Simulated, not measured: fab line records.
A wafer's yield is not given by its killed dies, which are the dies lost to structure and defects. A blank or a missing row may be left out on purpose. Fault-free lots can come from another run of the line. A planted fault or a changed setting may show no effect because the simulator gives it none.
A sampling plan put to the test | flow gf180mcu | 49 faults told of in these records, all on one fab line, each judged by the records of the lots it struck
What counts as the plan is the set of the line's own looks, namely the steps on the route at which a gauge or an inspection reads a wafer and does not change it. A look can be judged if struck wafers have a number there and the file gives its usual mean and standard deviation on fault-free wafers. Caught: 4 or more of those standard deviations (sigma) separate the usual mean from the mean of the struck wafers at a look after the fault's first step. On the tool: the fault's steps, tested the same way using the tool's own readings. It also counts as caught if the struck wafers ran another recipe or if their record alone is blank.

THE FAULTS, as the simulator had put them in
1. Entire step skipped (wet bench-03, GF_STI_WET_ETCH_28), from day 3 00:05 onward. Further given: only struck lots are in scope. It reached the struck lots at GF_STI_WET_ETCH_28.
2. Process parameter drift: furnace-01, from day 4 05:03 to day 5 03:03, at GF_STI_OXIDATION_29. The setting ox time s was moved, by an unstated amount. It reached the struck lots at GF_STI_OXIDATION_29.
3. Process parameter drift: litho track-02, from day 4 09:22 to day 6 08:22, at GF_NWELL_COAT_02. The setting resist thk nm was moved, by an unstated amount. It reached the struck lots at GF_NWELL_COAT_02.
4. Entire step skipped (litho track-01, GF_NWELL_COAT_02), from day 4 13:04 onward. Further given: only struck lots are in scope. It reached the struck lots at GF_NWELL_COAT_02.
5. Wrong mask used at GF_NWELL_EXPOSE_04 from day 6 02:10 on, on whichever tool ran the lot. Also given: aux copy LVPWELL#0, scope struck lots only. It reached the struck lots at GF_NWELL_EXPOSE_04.
6. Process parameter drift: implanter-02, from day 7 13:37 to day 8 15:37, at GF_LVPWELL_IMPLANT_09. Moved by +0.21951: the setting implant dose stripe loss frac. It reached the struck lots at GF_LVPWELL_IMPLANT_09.
7. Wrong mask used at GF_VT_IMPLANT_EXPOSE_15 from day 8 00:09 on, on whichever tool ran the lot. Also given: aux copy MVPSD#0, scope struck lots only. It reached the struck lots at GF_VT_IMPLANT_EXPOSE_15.
8. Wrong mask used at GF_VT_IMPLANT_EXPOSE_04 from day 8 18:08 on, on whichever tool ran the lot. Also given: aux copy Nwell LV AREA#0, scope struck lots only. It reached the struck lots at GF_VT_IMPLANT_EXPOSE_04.
9. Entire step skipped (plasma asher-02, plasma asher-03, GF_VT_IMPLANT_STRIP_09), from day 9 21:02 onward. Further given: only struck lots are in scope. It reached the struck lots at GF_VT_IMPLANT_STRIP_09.
10. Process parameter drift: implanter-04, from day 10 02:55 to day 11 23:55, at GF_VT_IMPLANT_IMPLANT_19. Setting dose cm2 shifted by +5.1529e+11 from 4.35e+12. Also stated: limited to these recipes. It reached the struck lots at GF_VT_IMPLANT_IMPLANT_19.
11. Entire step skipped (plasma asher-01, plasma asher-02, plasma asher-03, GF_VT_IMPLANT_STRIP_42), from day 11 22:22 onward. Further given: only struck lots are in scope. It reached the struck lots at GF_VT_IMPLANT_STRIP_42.
12. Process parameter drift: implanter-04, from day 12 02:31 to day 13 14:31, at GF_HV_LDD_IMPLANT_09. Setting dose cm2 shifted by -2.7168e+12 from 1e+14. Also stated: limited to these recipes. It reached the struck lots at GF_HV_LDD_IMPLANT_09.
13. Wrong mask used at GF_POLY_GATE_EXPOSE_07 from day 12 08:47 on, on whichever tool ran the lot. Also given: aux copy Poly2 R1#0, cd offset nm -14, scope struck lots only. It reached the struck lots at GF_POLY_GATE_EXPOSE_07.
14. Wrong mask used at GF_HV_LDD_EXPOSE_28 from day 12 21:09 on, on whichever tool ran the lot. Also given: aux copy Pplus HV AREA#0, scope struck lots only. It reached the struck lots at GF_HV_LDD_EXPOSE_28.
15. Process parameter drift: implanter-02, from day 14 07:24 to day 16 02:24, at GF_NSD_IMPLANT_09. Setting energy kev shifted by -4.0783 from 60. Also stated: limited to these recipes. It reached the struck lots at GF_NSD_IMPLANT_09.
16. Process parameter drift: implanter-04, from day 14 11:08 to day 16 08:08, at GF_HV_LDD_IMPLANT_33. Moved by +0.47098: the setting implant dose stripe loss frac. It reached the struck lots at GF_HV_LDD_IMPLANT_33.
17. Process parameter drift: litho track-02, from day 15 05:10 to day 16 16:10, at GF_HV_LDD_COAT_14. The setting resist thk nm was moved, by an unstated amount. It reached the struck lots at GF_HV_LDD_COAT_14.
18. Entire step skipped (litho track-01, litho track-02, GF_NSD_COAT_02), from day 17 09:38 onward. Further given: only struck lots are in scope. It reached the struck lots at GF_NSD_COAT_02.
19. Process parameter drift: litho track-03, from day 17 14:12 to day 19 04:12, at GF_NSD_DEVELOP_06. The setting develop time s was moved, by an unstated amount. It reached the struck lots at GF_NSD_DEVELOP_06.
20. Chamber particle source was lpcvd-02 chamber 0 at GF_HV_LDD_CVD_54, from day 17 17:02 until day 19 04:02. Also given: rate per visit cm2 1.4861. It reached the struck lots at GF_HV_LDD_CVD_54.
21. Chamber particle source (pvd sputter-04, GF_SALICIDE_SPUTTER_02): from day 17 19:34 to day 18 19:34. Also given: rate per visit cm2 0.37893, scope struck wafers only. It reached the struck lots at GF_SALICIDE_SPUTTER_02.
22. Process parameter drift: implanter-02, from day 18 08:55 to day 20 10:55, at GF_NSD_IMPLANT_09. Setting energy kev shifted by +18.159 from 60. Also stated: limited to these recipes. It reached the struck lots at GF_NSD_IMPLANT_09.
23. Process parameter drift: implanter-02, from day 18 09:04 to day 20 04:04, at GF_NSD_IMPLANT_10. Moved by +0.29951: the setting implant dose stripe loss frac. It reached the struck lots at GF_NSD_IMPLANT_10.
24. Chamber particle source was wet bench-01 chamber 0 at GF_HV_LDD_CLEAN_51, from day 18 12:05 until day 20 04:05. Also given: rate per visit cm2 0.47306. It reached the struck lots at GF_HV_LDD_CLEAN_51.
25. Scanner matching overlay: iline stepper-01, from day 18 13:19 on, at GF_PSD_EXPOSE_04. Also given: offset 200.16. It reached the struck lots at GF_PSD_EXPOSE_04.
26. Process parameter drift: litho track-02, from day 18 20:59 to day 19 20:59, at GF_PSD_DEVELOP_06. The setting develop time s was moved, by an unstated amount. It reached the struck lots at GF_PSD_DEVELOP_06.
27. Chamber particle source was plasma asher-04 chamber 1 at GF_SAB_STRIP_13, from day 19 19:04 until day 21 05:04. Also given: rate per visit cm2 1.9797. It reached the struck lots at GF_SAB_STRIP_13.
28. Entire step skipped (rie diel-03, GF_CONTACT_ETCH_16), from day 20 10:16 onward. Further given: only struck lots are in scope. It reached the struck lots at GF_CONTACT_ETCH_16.
29. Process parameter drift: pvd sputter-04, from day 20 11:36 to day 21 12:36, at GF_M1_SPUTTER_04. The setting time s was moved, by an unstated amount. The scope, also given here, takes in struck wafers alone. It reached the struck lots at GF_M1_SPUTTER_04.
30. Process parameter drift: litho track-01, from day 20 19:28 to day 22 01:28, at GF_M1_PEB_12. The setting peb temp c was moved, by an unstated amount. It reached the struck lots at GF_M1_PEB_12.
31. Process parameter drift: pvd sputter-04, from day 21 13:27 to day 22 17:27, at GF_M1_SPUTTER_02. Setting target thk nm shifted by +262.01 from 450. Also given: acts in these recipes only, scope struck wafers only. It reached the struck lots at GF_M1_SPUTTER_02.
32. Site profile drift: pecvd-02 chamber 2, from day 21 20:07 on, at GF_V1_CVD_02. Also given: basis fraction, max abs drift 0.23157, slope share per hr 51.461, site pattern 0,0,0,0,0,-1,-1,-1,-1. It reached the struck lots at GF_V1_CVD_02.
33. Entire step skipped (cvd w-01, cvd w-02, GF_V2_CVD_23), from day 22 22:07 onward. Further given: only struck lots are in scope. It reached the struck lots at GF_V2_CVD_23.
34. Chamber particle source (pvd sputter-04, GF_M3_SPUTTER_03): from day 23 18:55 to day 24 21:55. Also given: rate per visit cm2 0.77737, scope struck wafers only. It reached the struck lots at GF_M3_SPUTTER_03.
35. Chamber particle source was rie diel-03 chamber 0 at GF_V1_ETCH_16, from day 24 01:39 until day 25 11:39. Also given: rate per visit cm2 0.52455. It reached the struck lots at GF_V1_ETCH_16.
36. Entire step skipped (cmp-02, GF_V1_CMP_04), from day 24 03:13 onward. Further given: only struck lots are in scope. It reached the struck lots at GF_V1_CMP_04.
37. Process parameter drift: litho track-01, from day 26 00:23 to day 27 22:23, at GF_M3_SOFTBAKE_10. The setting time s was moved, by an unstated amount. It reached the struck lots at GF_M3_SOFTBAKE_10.
38. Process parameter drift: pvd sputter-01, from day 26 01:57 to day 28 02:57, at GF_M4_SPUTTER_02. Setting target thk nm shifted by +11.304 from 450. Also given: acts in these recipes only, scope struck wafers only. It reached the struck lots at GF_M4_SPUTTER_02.
39. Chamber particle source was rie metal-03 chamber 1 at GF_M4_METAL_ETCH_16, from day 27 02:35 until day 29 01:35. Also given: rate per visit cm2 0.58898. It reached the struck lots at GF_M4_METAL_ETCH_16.
40. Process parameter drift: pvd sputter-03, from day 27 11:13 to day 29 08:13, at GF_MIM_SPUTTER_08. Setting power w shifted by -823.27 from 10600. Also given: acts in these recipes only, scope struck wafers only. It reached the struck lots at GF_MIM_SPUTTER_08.
41. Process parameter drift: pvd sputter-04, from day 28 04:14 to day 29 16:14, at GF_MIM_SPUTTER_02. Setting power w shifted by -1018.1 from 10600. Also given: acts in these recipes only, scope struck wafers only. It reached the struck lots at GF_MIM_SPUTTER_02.
42. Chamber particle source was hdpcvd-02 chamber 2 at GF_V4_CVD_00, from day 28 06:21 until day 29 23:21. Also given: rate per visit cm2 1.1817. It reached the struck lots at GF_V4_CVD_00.
43. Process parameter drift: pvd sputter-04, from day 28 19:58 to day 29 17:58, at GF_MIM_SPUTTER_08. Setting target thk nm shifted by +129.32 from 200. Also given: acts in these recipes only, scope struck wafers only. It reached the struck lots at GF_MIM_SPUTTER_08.
44. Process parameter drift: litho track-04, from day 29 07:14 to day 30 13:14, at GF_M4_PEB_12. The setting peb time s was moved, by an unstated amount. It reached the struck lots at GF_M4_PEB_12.
45. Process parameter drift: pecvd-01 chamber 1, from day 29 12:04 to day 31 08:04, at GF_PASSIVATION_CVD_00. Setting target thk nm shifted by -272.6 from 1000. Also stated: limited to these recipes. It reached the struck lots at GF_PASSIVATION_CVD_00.
46. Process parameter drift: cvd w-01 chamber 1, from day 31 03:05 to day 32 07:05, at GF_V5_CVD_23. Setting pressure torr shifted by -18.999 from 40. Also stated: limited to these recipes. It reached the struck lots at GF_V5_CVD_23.
47. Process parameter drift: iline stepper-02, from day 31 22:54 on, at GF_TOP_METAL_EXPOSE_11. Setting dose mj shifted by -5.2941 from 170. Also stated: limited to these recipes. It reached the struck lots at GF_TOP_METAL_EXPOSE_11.
48. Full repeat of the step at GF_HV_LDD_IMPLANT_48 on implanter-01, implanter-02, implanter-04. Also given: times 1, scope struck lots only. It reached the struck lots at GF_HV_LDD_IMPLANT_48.
49. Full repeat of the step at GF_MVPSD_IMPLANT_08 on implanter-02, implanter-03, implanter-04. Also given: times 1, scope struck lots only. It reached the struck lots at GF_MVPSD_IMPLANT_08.

WHAT THE PLAN SAW
fault | on the tool itself                               | first look that catches it                      | reading, sigma                                    | median hours from its first step to that look | hours from the fault's start to the first struck lot there | judged looks passed uncaught
1     | the tool's record is blank for the struck wafers | no look after it can be judged                  | -                                                 | -                                             | -                                                          | 0
2     | no reading that can be judged                    | GF_STI_THK_MEAS_30                              | STI_OXIDATION_02_THK -12                          | 1.4                                           | 5                                                          | 0
3     | no reading that can be judged                    | not the one look that can be judged after it    | -                                                 | -                                             | -                                                          | 1
4     | the tool's record is blank for the struck wafers | GF_LVPWELL_TW_MEAS_11                           | LVPWELL_TW +99 or beyond                          | 22.5                                          | 25                                                         | 0
5     | no reading that can be judged                    | GF_NWELL_TW_MEAS_11                             | NWELL_TW -99 or beyond                            | 7.7                                           | 10                                                         | 0
6     | under 2 sigma                                    | GF_VT_IMPLANT_RS_MEAS_48                        | LVPWELL_RS +10                                    | 109.1                                         | 120                                                        | 0
7     | no reading that can be judged                    | GF_VT_IMPLANT_TW_MEAS_21                        | VT_IMPLANT_2_TW -99 or beyond                     | 8.4                                           | 12                                                         | 0
8     | under 2 sigma                                    | GF_VT_IMPLANT_TW_MEAS_10                        | VT_IMPLANT_TW -99 or beyond                       | 8.8                                           | 10                                                         | 0
9     | the tool's record is blank for the struck wafers | GF_VT_IMPLANT_TW_MEAS_21                        | VT_IMPLANT_2_TW -99 or beyond                     | 18.4                                          | 21                                                         | 0
10    | dose ions cm2 +99 or beyond sigma                | GF_VT_IMPLANT_TW_MEAS_21                        | VT_IMPLANT_2_TW +5.5                              | 0.2                                           | 8                                                          | 0
11    | the tool's record is blank for the struck wafers | no look after it can be judged                  | -                                                 | -                                             | -                                                          | 0
12    | dose ions cm2 -27 sigma                          | GF_HV_LDD_RS_MEAS_53                            | HV_LDD_RS +5.3                                    | 62.7                                          | 63                                                         | 0
13    | no reading that can be judged                    | GF_POLY_GATE_CD_MEAS_10                         | cd nm -13                                         | 8.4                                           | 12                                                         | 0
14    | under 2 sigma                                    | GF_HV_LDD_TW_MEAS_38                            | HV_LDD_3_TW -99 or beyond                         | 10.8                                          | 13                                                         | 0
15    | beam energy keV -99 or beyond sigma              | GF_PSD_RS_MEAS_14                               | NSD_RS +13                                        | 22.7                                          | 39                                                         | 0
16    | no reading that can be judged                    | GF_HV_LDD_RS_MEAS_53                            | HV_LDD_RS +5.7                                    | 23.7                                          | 38                                                         | 0
17    | no reading that can be judged                    | none of the 2 looks that can be judged after it | strongest: cd nm at GF_HV_LDD_CD_MEAS_19, +3.1    | -                                             | -                                                          | 2
18    | the tool's record is blank for the struck wafers | GF_PSD_TW_MEAS_11                               | PSD_TW +41                                        | 36.1                                          | 40                                                         | 0
19    | under 2 sigma                                    | GF_NSD_TW_MEAS_12                               | NSD_TW -99 or beyond                              | 0.7                                           | 4                                                          | 0
20    | under 2 sigma                                    | none of the 2 looks that can be judged after it | -                                                 | -                                             | -                                                          | 2
21    | under 2 sigma                                    | no look after it can be judged                  | -                                                 | -                                             | -                                                          | 0
22    | beam energy keV +99 or beyond sigma              | GF_NSD_TW_MEAS_12                               | NSD_TW +4.4                                       | 0.4                                           | 8                                                          | 0
23    | no reading that can be judged                    | GF_PSD_RS_MEAS_14                               | NSD_RS +13                                        | 25.3                                          | 33                                                         | 0
24    | no reading that can be judged                    | not the one look that can be judged after it    | -                                                 | -                                             | -                                                          | 1
25    | under 2 sigma                                    | GF_PSD_OVL_MEAS_08                              | PSD_OVL +99 or beyond                             | 12.1                                          | 12                                                         | 0
26    | no reading that can be judged                    | GF_PSD_CD_MEAS_07                               | cd nm +10                                         | 0.1                                           | 4                                                          | 0
27    | under 2 sigma                                    | none of the 2 looks that can be judged after it | -                                                 | -                                             | -                                                          | 2
28    | the tool's record is blank for the struck wafers | no look after it can be judged                  | -                                                 | -                                             | -                                                          | 0
29    | under 2 sigma                                    | none of the 7 looks that can be judged after it | -                                                 | -                                             | -                                                          | 7
30    | heater power total W +99 or beyond sigma         | GF_M1_CD_MEAS_14                                | cd nm -19                                         | 0.3                                           | 13                                                         | 0
31    | under 2 sigma                                    | GF_M1_RS_MEAS_05                                | M1_ALCU_RS -36                                    | 0.1                                           | 8                                                          | 0
32    | under 2 sigma                                    | GF_V1_THK_MEAS_03                               | V1_CVD_02_THK -6.6                                | 0.1                                           | 11                                                         | 0
33    | the tool's record is blank for the struck wafers | GF_V2_RS_MEAS_24                                | V2_W_RS +99 or beyond                             | 0.1                                           | 4                                                          | 0
34    | only faintly: throttle valve pct +2.4 sigma      | not the one look that can be judged after it    | -                                                 | -                                             | -                                                          | 1
35    | under 2 sigma                                    | no look after it can be judged                  | -                                                 | -                                             | -                                                          | 0
36    | the tool's record is blank for the struck wafers | no look after it can be judged                  | -                                                 | -                                             | -                                                          | 0
37    | run length s +74 sigma                           | not the one look that can be judged after it    | strongest: cd nm at GF_M3_CD_MEAS_14, -2.1        | -                                             | -                                                          | 1
38    | under 2 sigma                                    | no look after it can be judged                  | -                                                 | -                                             | -                                                          | 0
39    | under 2 sigma                                    | no look after it can be judged                  | -                                                 | -                                             | -                                                          | 0
40    | cathode dc power W -99 or beyond sigma           | GF_MIM_RS_MEAS_10                               | MIM_ALCU_RS +5.7                                  | 0.1                                           | 10                                                         | 0
41    | cathode dc power W -99 or beyond sigma           | no look after it can be judged                  | -                                                 | -                                             | -                                                          | 0
42    | no reading that can be judged                    | none of the 7 looks that can be judged after it | -                                                 | -                                             | -                                                          | 7
43    | under 2 sigma                                    | GF_MIM_RS_MEAS_10                               | MIM_ALCU_RS -32                                   | 0.1                                           | 1                                                          | 0
44    | heater power total W +71 sigma                   | none of the 2 looks that can be judged after it | strongest: cd nm at GF_M4_CD_MEAS_14, +2.3        | -                                             | -                                                          | 2
45    | under 2 sigma                                    | GF_PASSIVATION_THK_MEAS_01                      | PASSIVATION_CVD_00_THK -22                        | 0.1                                           | 28                                                         | 0
46    | chamber pressure Torr -99 or beyond sigma        | GF_V5_RS_MEAS_24                                | V5_W_RS +30                                       | 0.1                                           | 4                                                          | 0
47    | exposure dose mJ cm2 -27 sigma                   | not the one look that can be judged after it    | strongest: cd nm at GF_TOP_METAL_CD_MEAS_14, +3.4 | -                                             | -                                                          | 1
48    | no reading that can be judged                    | GF_HV_LDD_TW_MEAS_50                            | HV_LDD_4_TW +26                                   | 0.6                                           | -                                                          | 0
49    | under 2 sigma                                    | GF_MVPSD_TW_MEAS_11                             | MVPSD_TW +26                                      | 0.7                                           | -                                                          | 0
Dash: fault not caught, or number not given in these records.

Caught at a look: 29 of 49. Caught on the tool: 19 of 49. By one or the other: 37 of 49.
On the tool alone, faults 1, 11, 28, 36, 37, 41, 44, 47 were caught.
Caught at a look alone: faults 2, 5, 6, 7, 8, 13, 14, 16, 19, 23, 25, 26, 31, 32, 43, 45, 48, 49.
Caught by neither: faults 3, 17, 20, 21, 24, 27, 29, 34, 35, 38, 39, 42.

THINNER SAMPLING
If the look that catches a fault measured only every second or every third lot, by lot number, the first struck lot would be measured this late in the worst case:
fault | struck lots at that look, in order of time | every lot | every second lot | every third lot
2     | L668, L671                                 | 5 h       | 21 h             | may miss all 2
4     | L258, L259                                 | 25 h      | 32 h             | may miss all 2
5     | L188                                       | 10 h      | may miss it      | may miss it
6     | L187, L188                                 | 120 h     | 126 h            | may miss all 2
7     | L436                                       | 12 h      | may miss it      | may miss it
8     | L689                                       | 10 h      | may miss it      | may miss it
9     | L895, L896, L897                           | 21 h      | 26 h             | 31 h
10    | L172, L176                                 | 8 h       | may miss all 2   | may miss all 2
12    | L364, L367                                 | 63 h      | 95 h             | may miss all 2
13    | L109                                       | 12 h      | may miss it      | may miss it
14    | L775                                       | 13 h      | may miss it      | may miss it
15    | L114, L117                                 | 39 h      | 58 h             | may miss all 2
16    | L542, L543                                 | 38 h      | 48 h             | may miss all 2
18    | L919, L920                                 | 40 h      | 40 h             | may miss all 2
19    | L797, L799, L800                           | 4 h       | 27 h             | may miss all 3
22    | L734, L737                                 | 8 h       | 29 h             | may miss all 2
23    | L473                                       | 33 h      | may miss it      | may miss it
25    | L718, L719, L720, L721                     | 12 h      | 28 h             | 34 h
26    | L696, L697                                 | 4 h       | 5 h              | may miss all 2
30    | L687, L688                                 | 13 h      | 20 h             | may miss all 2
31    | L869, L870                                 | 8 h       | 14 h             | may miss all 2
32    | L901, L902                                 | 11 h      | 26 h             | may miss all 2
33    | L259, L260                                 | 4 h       | 12 h             | may miss all 2
40    | L991, L992                                 | 10 h      | 19 h             | may miss all 2
43    | L875, L876                                 | 1 h       | 2 h              | may miss all 2
45    | L122                                       | 28 h      | may miss it      | may miss it
46    | L632, L633, L635                           | 4 h       | 5 h              | may miss all 3
Hours are from the fault's start to the first struck lot that is measured. 4 sigma limit: tested on the pooled struck wafers, so a lone lot may be under it. Other struck lots may not be in these records.

THE LONGEST TIMED WAY FROM STEP TO LOOK
Fault 6: a median of 109.1 hours passes between GF_LVPWELL_IMPLANT_09 and GF_VT_IMPLANT_RS_MEAS_48. No look between them can be judged.
